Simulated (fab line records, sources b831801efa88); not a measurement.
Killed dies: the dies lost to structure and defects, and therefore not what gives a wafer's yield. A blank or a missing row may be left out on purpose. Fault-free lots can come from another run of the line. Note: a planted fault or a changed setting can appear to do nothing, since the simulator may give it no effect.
The tool behind it: which one? + flow sky130 + Sampling: 24 lots, 72 wafers, 6 of 708 route steps

== WHAT THE GAUGES SHOWED, per wafer ==
The record holds no reading of a measuring or inspecting step that can be judged against a usual standard deviation.

== TOOL THAT RAN EACH LOT (tool first, then ch and the chambers of the sampled wafers, then the start) ==
| lot  | SKY_SONOS_ONO_ETCH_15              | SKY_CONTACT_CMP_04            | SKY_CONTACT_ETCH_16                | SKY_METAL1_ETCH_18                | SKY_METAL2_SPUTTER_04        | SKY_METAL2_ETCH_18                |
|------|------------------------------------|-------------------------------|------------------------------------|-----------------------------------|------------------------------|-----------------------------------|
| L074 | rie diel-04 ch 0,1,2, day 12 21:37 | cmp-01 ch 0,2,3, day 30 15:29 | rie diel-04 ch 0,2, day 31 19:17   | rie metal-02 ch 0, day 32 23:40   | pvd sputter-03, day 34 05:22 | rie metal-04 ch 0,1, day 35 08:21 |
| L075 | rie diel-01 ch 0,2,3, day 13 03:33 | cmp-02 ch 0,2, day 31 00:52   | rie diel-01 ch 0,2,3, day 32 05:05 | rie metal-01 ch 0,1, day 33 10:14 | pvd sputter-02, day 34 15:37 | rie metal-02 ch 0,1, day 35 18:35 |
| L076 | rie diel-04 ch 1,2, day 13 10:31   | cmp-01 ch 2,3, day 31 05:28   | rie diel-01 ch 0,1,3, day 32 09:20 | rie metal-03 ch 0,1, day 33 14:42 | pvd sputter-03, day 34 19:58 | rie metal-01 ch 0,1, day 35 22:28 |
| L077 | rie diel-01 ch 0,1,3, day 13 14:44 | cmp-02 ch 0,2,3, day 31 16:52 | rie diel-04 ch 0,1,2, day 32 20:19 | rie metal-02 ch 0,1, day 34 00:58 | pvd sputter-02, day 35 06:29 | rie metal-04 ch 0,1, day 36 09:43 |
| L078 | rie diel-04 ch 0,1,2, day 14 02:41 | cmp-01 ch 0,1, day 32 01:08   | rie diel-03 ch 2,3, day 33 04:17   | rie metal-01 ch 0,1, day 34 08:48 | pvd sputter-02, day 35 13:54 | rie metal-04 ch 0,1, day 36 16:40 |
| L079 | rie diel-01 ch 0,1,2, day 14 06:20 | cmp-01 ch 0,1,3, day 32 03:47 | rie diel-04 ch 0,1,2, day 33 06:59 | rie metal-01 ch 0,1, day 34 11:48 | pvd sputter-02, day 35 17:15 | rie metal-01 ch 0,1, day 36 19:24 |
| L080 | rie diel-02 ch 0,1, day 14 13:29   | cmp-02 ch 1,2, day 32 12:47   | rie diel-03 ch 0,1,2, day 33 16:25 | rie metal-02 ch 0,1, day 34 21:07 | pvd sputter-02, day 36 02:10 | rie metal-01 ch 0,1, day 37 04:16 |
| L081 | rie diel-04 ch 1,2,3, day 14 21:43 | cmp-01 ch 1,2,3, day 32 21:34 | rie diel-04 ch 0,1,3, day 34 00:49 | rie metal-03 ch 1, day 35 05:10   | pvd sputter-04, day 36 10:49 | rie metal-02 ch 0,1, day 37 12:52 |
| L082 | rie diel-02 ch 0,1, day 15 13:08   | cmp-02 ch 0,2,3, day 33 09:43 | rie diel-01 ch 0,1,2, day 34 13:11 | rie metal-03 ch 0,1, day 35 17:22 | pvd sputter-03, day 36 23:19 | rie metal-04 ch 0,1, day 38 00:56 |
| L083 | rie diel-04 ch 0,1,2, day 15 16:58 | cmp-02 ch 0,1,3, day 33 16:27 | rie diel-01 ch 0,1,3, day 34 19:14 | rie metal-02 ch 0,1, day 35 23:10 | pvd sputter-03, day 37 04:25 | rie metal-01 ch 0,1, day 38 06:55 |
| L084 | rie diel-04 ch 0,1,2, day 16 03:16 | cmp-02 ch 0,2,3, day 33 20:13 | rie diel-04 ch 1,2,3, day 34 23:28 | rie metal-02 ch 0,1, day 36 03:52 | pvd sputter-03, day 37 10:06 | rie metal-01 ch 0,1, day 38 12:17 |
| L085 | rie diel-01 ch 2,3, day 16 06:59   | cmp-01 ch 0,1,2, day 34 05:06 | rie diel-03 ch 0,2, day 35 07:50   | rie metal-03 ch 0,1, day 36 12:12 | pvd sputter-04, day 37 17:21 | rie metal-01 ch 0,1, day 38 19:00 |
| L086 | rie diel-01 ch 0,1,3, day 16 21:05 | cmp-02 ch 0,2,3, day 34 12:52 | rie diel-04 ch 0,1,2, day 35 15:22 | rie metal-02 ch 0,1, day 36 19:03 | pvd sputter-03, day 38 00:14 | rie metal-01 ch 0,1, day 39 02:00 |
| L087 | rie diel-02 ch 0,2, day 17 02:08   | cmp-02 ch 2,3, day 34 18:50   | rie diel-04 ch 0,2,3, day 35 22:05 | rie metal-03 ch 0,1, day 37 02:57 | pvd sputter-04, day 38 07:36 | rie metal-04 ch 0,1, day 39 09:13 |
| L088 | rie diel-04 ch 0,1,2, day 17 10:49 | cmp-01 ch 0,3, day 35 03:02   | rie diel-01 ch 0,1,2, day 36 05:43 | rie metal-03 ch 0,1, day 37 10:14 | pvd sputter-04, day 38 14:56 | rie metal-04 ch 0,1, day 39 16:35 |
| L089 | rie diel-01 ch 0,3, day 17 19:23   | cmp-02 ch 1,2, day 35 11:32   | rie diel-01 ch 0,3, day 36 14:46   | rie metal-01 ch 0,1, day 37 18:41 | pvd sputter-02, day 38 23:14 | rie metal-04 ch 0,1, day 40 00:53 |
| L090 | rie diel-01 ch 1,2,3, day 18 04:47 | cmp-02 ch 2,3, day 35 17:34   | rie diel-01 ch 1,2,3, day 36 20:20 | rie metal-01 ch 1, day 38 00:04   | pvd sputter-03, day 39 04:06 | rie metal-04 ch 0,1, day 40 05:40 |
| L091 | rie diel-02 ch 1,2, day 18 15:08   | cmp-01 ch 2,3, day 36 03:40   | rie diel-01 ch 0,1,2, day 37 06:34 | rie metal-03 ch 0,1, day 38 10:17 | pvd sputter-02, day 39 14:47 | rie metal-02 ch 0,1, day 40 15:47 |
| L092 | rie diel-02 ch 0,2,3, day 19 00:53 | cmp-02 ch 1,2, day 36 10:47   | rie diel-04 ch 1,2, day 37 12:50   | rie metal-03 ch 0,1, day 38 16:10 | pvd sputter-03, day 39 19:57 | rie metal-01 ch 1, day 40 20:07   |
| L093 | rie diel-02 ch 0,1,3, day 19 05:49 | cmp-02 ch 0,2, day 36 15:13   | rie diel-04 ch 1,2,3, day 37 17:37 | rie metal-03 ch 0,1, day 38 20:49 | pvd sputter-03, day 40 00:33 | rie metal-02 ch 0,1, day 41 01:01 |
| L094 | rie diel-02 ch 0,2, day 19 16:37   | cmp-01 ch 1,2,3, day 36 23:41 | rie diel-04 ch 1,2,3, day 38 01:28 | rie metal-02 ch 0,1, day 39 05:16 | pvd sputter-02, day 40 09:11 | rie metal-04 ch 0, day 41 09:41   |
| L095 | rie diel-04 ch 0,1,3, day 19 23:26 | cmp-02 ch 1,2, day 37 05:00   | rie diel-01 ch 1,3, day 38 07:22   | rie metal-01 ch 0,1, day 39 10:07 | pvd sputter-02, day 40 14:14 | rie metal-01 ch 0,1, day 41 15:07 |
| L096 | rie diel-04 ch 0,3, day 20 07:22   | cmp-02 ch 0,3, day 37 11:25   | rie diel-03 ch 1,2,3, day 38 13:35 | rie metal-03 ch 0,1, day 39 16:43 | pvd sputter-04, day 40 19:56 | rie metal-01 ch 0,1, day 41 20:02 |
| L097 | rie diel-04 ch 0,1,3, day 20 10:04 | cmp-01 ch 0,1,2, day 38 02:45 | rie diel-04 ch 0,1,3, day 39 04:38 | rie metal-02 ch 0,1, day 40 07:27 | pvd sputter-03, day 41 10:20 | rie metal-02 ch 0,1, day 42 10:28 |
- SKY_SONOS_ONO_ETCH_15: etches the open film in CHF3/O2, target depth 19.52 nm, time 7.8 s.
- SKY_CONTACT_CMP_04: polishes SiO2.
- SKY_CONTACT_ETCH_16: etches BARC in N2/H2, stops on SiO2, time 45.9 s, target depth 60 nm.
- SKY_METAL1_ETCH_18: etches BARC in N2/H2, stops on SiO2, time 45.9 s, target depth 60 nm.
- SKY_METAL2_SPUTTER_04: material TiN, target thk 70 nm, time 58.3 s.
- SKY_METAL2_ETCH_18: etches BARC in N2/H2, stops on SiO2, time 45.9 s, target depth 60 nm.

== WHAT THE TOOLS THEMSELVES READ (means of the sampled wafers that have a number; where no wafer has one, the mark that the record gives instead) ==
SKY_SONOS_ONO_ETCH_15.
| lot  | tool        | drypump motor current A (A) | oes product au (a.u.) | throttle valve pct (%) |
|------|-------------|-----------------------------|-----------------------|------------------------|
| L074 | rie diel-04 | 5.3                         | 1.011                 | 8.825                  |
| L075 | rie diel-01 | 5.6                         | 1.004                 | 8.818                  |
| L076 | rie diel-04 | 5.3                         | 1.014                 | 8.832                  |
| L077 | rie diel-01 | 5.6                         | 1.025                 | 8.838                  |
| L078 | rie diel-04 | 5.3                         | 1.008                 | 8.834                  |
| L079 | rie diel-01 | 5.6                         | 1.014                 | 8.823                  |
| L080 | rie diel-02 | 6.2                         | 1.001                 | 8.831                  |
| L081 | rie diel-04 | 5.4                         | 1.010                 | 8.823                  |
| L082 | rie diel-02 | 6.2                         | 0.991                 | 8.825                  |
| L083 | rie diel-04 | 5.3                         | 1.013                 | 8.825                  |
| L084 | rie diel-04 | 5.3                         | 1.009                 | 8.818                  |
| L085 | rie diel-01 | 5.5                         | 1.009                 | 8.824                  |
| L086 | rie diel-01 | 5.6                         | 1.016                 | 8.824                  |
| L087 | rie diel-02 | 6.0                         | 1.001                 | 8.823                  |
| L088 | rie diel-04 | 5.3                         | 1.015                 | 8.833                  |
| L089 | rie diel-01 | 5.6                         | 1.006                 | 8.831                  |
| L090 | rie diel-01 | 5.6                         | 1.010                 | 8.825                  |
| L091 | rie diel-02 | 5.5                         | 1.011                 | 8.831                  |
| L092 | rie diel-02 | 6.0                         | 0.996                 | 8.817                  |
| L093 | rie diel-02 | 5.9                         | 1.019                 | 8.833                  |
| L094 | rie diel-02 | 6.3                         | 0.988                 | 8.816                  |
| L095 | rie diel-04 | 5.2                         | 0.997                 | 8.814                  |
| L096 | rie diel-04 | 5.2                         | 1.001                 | 8.830                  |
| L097 | rie diel-04 | 5.2                         | 1.001                 | 8.830                  |

SKY_CONTACT_CMP_04.
| lot  | tool   | motor current A (A) | time to endpoint s (s) |
|------|--------|---------------------|------------------------|
| L074 | cmp-01 | 12.1                | 74                     |
| L075 | cmp-02 | 9.9                 | 82                     |
| L076 | cmp-01 | 11.9                | 77                     |
| L077 | cmp-02 | 10.9                | 87                     |
| L078 | cmp-01 | 11.7                | 81                     |
| L079 | cmp-01 | 12.1                | 81                     |
| L080 | cmp-02 | 10.7                | 83                     |
| L081 | cmp-01 | 12.5                | 80                     |
| L082 | cmp-02 | 11.2                | 83                     |
| L083 | cmp-02 | 10.7                | 80                     |
| L084 | cmp-02 | 10.9                | 79                     |
| L085 | cmp-01 | 11.6                | 88                     |
| L086 | cmp-02 | 11.0                | 90                     |
| L087 | cmp-02 | 11.4                | 86                     |
| L088 | cmp-01 | 11.5                | 91                     |
| L089 | cmp-02 | 10.8                | 87                     |
| L090 | cmp-02 | 11.4                | 85                     |
| L091 | cmp-01 | 12.7                | 81                     |
| L092 | cmp-02 | 10.4                | 86                     |
| L093 | cmp-02 | 10.1                | 83                     |
| L094 | cmp-01 | 12.0                | 86                     |
| L095 | cmp-02 | 10.7                | 80                     |
| L096 | cmp-02 | 10.4                | 83                     |
| L097 | cmp-01 | 11.5                | 88                     |

SKY_CONTACT_ETCH_16.
| lot  | tool        | drypump motor current A (A) | oes product au (a.u.) | throttle valve pct (%) |
|------|-------------|-----------------------------|-----------------------|------------------------|
| L074 | rie diel-04 | 5.40                        | 0.858                 | 13.227                 |
| L075 | rie diel-01 | 5.57                        | 0.859                 | 13.220                 |
| L076 | rie diel-01 | 5.59                        | 0.850                 | 13.221                 |
| L077 | rie diel-04 | 5.27                        | 0.855                 | 13.221                 |
| L078 | rie diel-03 | 5.48                        | 0.858                 | 13.217                 |
| L079 | rie diel-04 | 5.26                        | 0.860                 | 13.221                 |
| L080 | rie diel-03 | 5.72                        | 0.855                 | 13.225                 |
| L081 | rie diel-04 | 5.16                        | 0.851                 | 13.230                 |
| L082 | rie diel-01 | 5.59                        | 0.847                 | 13.219                 |
| L083 | rie diel-01 | 5.61                        | 0.853                 | 13.230                 |
| L084 | rie diel-04 | 5.39                        | 0.851                 | 13.225                 |
| L085 | rie diel-03 | 5.61                        | 0.857                 | 13.230                 |
| L086 | rie diel-04 | 5.27                        | 0.852                 | 13.230                 |
| L087 | rie diel-04 | 5.31                        | 0.850                 | 13.233                 |
| L088 | rie diel-01 | 5.60                        | 0.857                 | 13.212                 |
| L089 | rie diel-01 | 5.57                        | 0.855                 | 13.232                 |
| L090 | rie diel-01 | 5.58                        | 0.855                 | 13.227                 |
| L091 | rie diel-01 | 5.61                        | 0.853                 | 13.225                 |
| L092 | rie diel-04 | 5.50                        | 0.853                 | 13.224                 |
| L093 | rie diel-04 | 5.38                        | 0.852                 | 13.223                 |
| L094 | rie diel-04 | 5.39                        | 0.854                 | 13.233                 |
| L095 | rie diel-01 | 5.59                        | 0.859                 | 13.223                 |
| L096 | rie diel-03 | 5.78                        | 0.854                 | 13.225                 |
| L097 | rie diel-04 | 5.18                        | 0.857                 | 13.227                 |

SKY_METAL1_ETCH_18.
| lot  | tool         | drypump motor current A (A) | oes product au (a.u.) | throttle valve pct (%) |
|------|--------------|-----------------------------|-----------------------|------------------------|
| L074 | rie metal-02 | 6.0                         | 0.857                 | 13.230                 |
| L075 | rie metal-01 | 5.6                         | 0.852                 | 13.225                 |
| L076 | rie metal-03 | 5.3                         | 0.851                 | 13.228                 |
| L077 | rie metal-02 | 5.5                         | 0.858                 | 13.229                 |
| L078 | rie metal-01 | 5.4                         | 0.852                 | 13.226                 |
| L079 | rie metal-01 | 5.6                         | 0.855                 | 13.224                 |
| L080 | rie metal-02 | 5.8                         | 0.853                 | 13.224                 |
| L081 | rie metal-03 | 5.2                         | 0.854                 | 13.226                 |
| L082 | rie metal-03 | 5.3                         | 0.854                 | 13.226                 |
| L083 | rie metal-02 | 5.5                         | 0.854                 | 13.228                 |
| L084 | rie metal-02 | 5.5                         | 0.859                 | 13.223                 |
| L085 | rie metal-03 | 5.5                         | 0.852                 | 13.233                 |
| L086 | rie metal-02 | 5.8                         | 0.858                 | 13.230                 |
| L087 | rie metal-03 | 5.3                         | 0.854                 | 13.217                 |
| L088 | rie metal-03 | 5.4                         | 0.853                 | 13.214                 |
| L089 | rie metal-01 | 5.6                         | 0.856                 | 13.222                 |
| L090 | rie metal-01 | 5.1                         | 0.850                 | 13.228                 |
| L091 | rie metal-03 | 5.3                         | 0.852                 | 13.222                 |
| L092 | rie metal-03 | 5.5                         | 0.854                 | 13.225                 |
| L093 | rie metal-03 | 5.3                         | 0.857                 | 13.233                 |
| L094 | rie metal-02 | 5.7                         | 0.852                 | 13.222                 |
| L095 | rie metal-01 | 5.3                         | 0.852                 | 13.224                 |
| L096 | rie metal-03 | 5.5                         | 0.853                 | 13.220                 |
| L097 | rie metal-02 | 5.5                         | 0.858                 | 13.220                 |

SKY_METAL2_SPUTTER_04.
| lot  | tool           | cathode dc power W (W) | throttle valve pct (%) |
|------|----------------|------------------------|------------------------|
| L074 | pvd sputter-03 | 6499.7                 | 31.1                   |
| L075 | pvd sputter-02 | 6501.1                 | 28.8                   |
| L076 | pvd sputter-03 | 6500.7                 | 29.8                   |
| L077 | pvd sputter-02 | 6499.4                 | 28.9                   |
| L078 | pvd sputter-02 | 6500.2                 | 30.4                   |
| L079 | pvd sputter-02 | 6499.4                 | 29.0                   |
| L080 | pvd sputter-02 | 6499.9                 | 29.4                   |
| L081 | pvd sputter-04 | 6498.1                 | 30.3                   |
| L082 | pvd sputter-03 | 6500.1                 | 30.5                   |
| L083 | pvd sputter-03 | 6498.4                 | 30.3                   |
| L084 | pvd sputter-03 | 6499.6                 | 30.4                   |
| L085 | pvd sputter-04 | 6500.7                 | 29.8                   |
| L086 | pvd sputter-03 | 6499.6                 | 30.5                   |
| L087 | pvd sputter-04 | 6499.4                 | 30.6                   |
| L088 | pvd sputter-04 | 6500.6                 | 30.0                   |
| L089 | pvd sputter-02 | 6498.7                 | 29.2                   |
| L090 | pvd sputter-03 | 6499.5                 | 31.1                   |
| L091 | pvd sputter-02 | 6499.6                 | 29.4                   |
| L092 | pvd sputter-03 | 6499.2                 | 30.4                   |
| L093 | pvd sputter-03 | 6500.0                 | 30.4                   |
| L094 | pvd sputter-02 | 6499.9                 | 29.9                   |
| L095 | pvd sputter-02 | 6499.9                 | 29.9                   |
| L096 | pvd sputter-04 | 6499.5                 | 30.3                   |
| L097 | pvd sputter-03 | 6499.9                 | 30.5                   |

SKY_METAL2_ETCH_18.
| lot  | tool         | drypump motor current A (A) | oes product au (a.u.) | throttle valve pct (%) |
|------|--------------|-----------------------------|-----------------------|------------------------|
| L074 | rie metal-04 | 5.2                         | 0.859                 | 13.224                 |
| L075 | rie metal-02 | 5.5                         | 0.858                 | 13.234                 |
| L076 | rie metal-01 | 5.6                         | 0.852                 | 13.215                 |
| L077 | rie metal-04 | 5.2                         | 0.853                 | 13.222                 |
| L078 | rie metal-04 | 5.4                         | 0.857                 | 13.220                 |
| L079 | rie metal-01 | 5.3                         | 0.858                 | 13.230                 |
| L080 | rie metal-01 | 5.6                         | 0.854                 | 13.223                 |
| L081 | rie metal-02 | 5.5                         | 0.856                 | 13.228                 |
| L082 | rie metal-04 | 5.4                         | 0.851                 | 13.223                 |
| L083 | rie metal-01 | 5.6                         | 0.855                 | 13.228                 |
| L084 | rie metal-01 | 5.4                         | 0.856                 | 13.219                 |
| L085 | rie metal-01 | 5.6                         | 0.855                 | 13.227                 |
| L086 | rie metal-01 | 5.3                         | 0.856                 | 13.226                 |
| L087 | rie metal-04 | 5.4                         | 0.852                 | 13.225                 |
| L088 | rie metal-04 | 5.2                         | 0.857                 | 13.224                 |
| L089 | rie metal-04 | 5.2                         | 0.857                 | 13.232                 |
| L090 | rie metal-04 | 5.2                         | 0.856                 | 13.234                 |
| L091 | rie metal-02 | 5.5                         | 0.854                 | 13.223                 |
| L092 | rie metal-01 | 5.1                         | 0.857                 | 13.224                 |
| L093 | rie metal-02 | 5.8                         | 0.856                 | 13.233                 |
| L094 | rie metal-04 | 5.0                         | 0.854                 | 13.227                 |
| L095 | rie metal-01 | 5.6                         | 0.854                 | 13.228                 |
| L096 | rie metal-01 | 5.6                         | 0.852                 | 13.227                 |
| L097 | rie metal-02 | 5.8                         | 0.854                 | 13.220                 |

== THE ANSWER, worked out from the rows above alone ==
Rule: the usual values come from the lots themselves. The widest of any qualifying gaps counts: lots, ordered by their means at a reading, are off when they make up no more than a third of the lots, leave a main group of 4 or more, and stand apart from it by 3 or more times the standard deviation of that group's means. A main group whose means are all the same, to the digits that the tables above print for the reading, isn't used. A lot without any number at a reading at which 4 lots or more have one is off too. All remaining lots with rows at the step are treated as sound. After the gauges, taken in route order, come the tools' own readings; for these a lot's mean is taken, as printed above. The first step at which some lot is off is used, and at that step the reading that is off furthest; a lot without a number counts as furthest.
Nothing can be told from this: no lot is off at any reading shown.

== WHAT THE SIMULATOR HAD INSERTED ==
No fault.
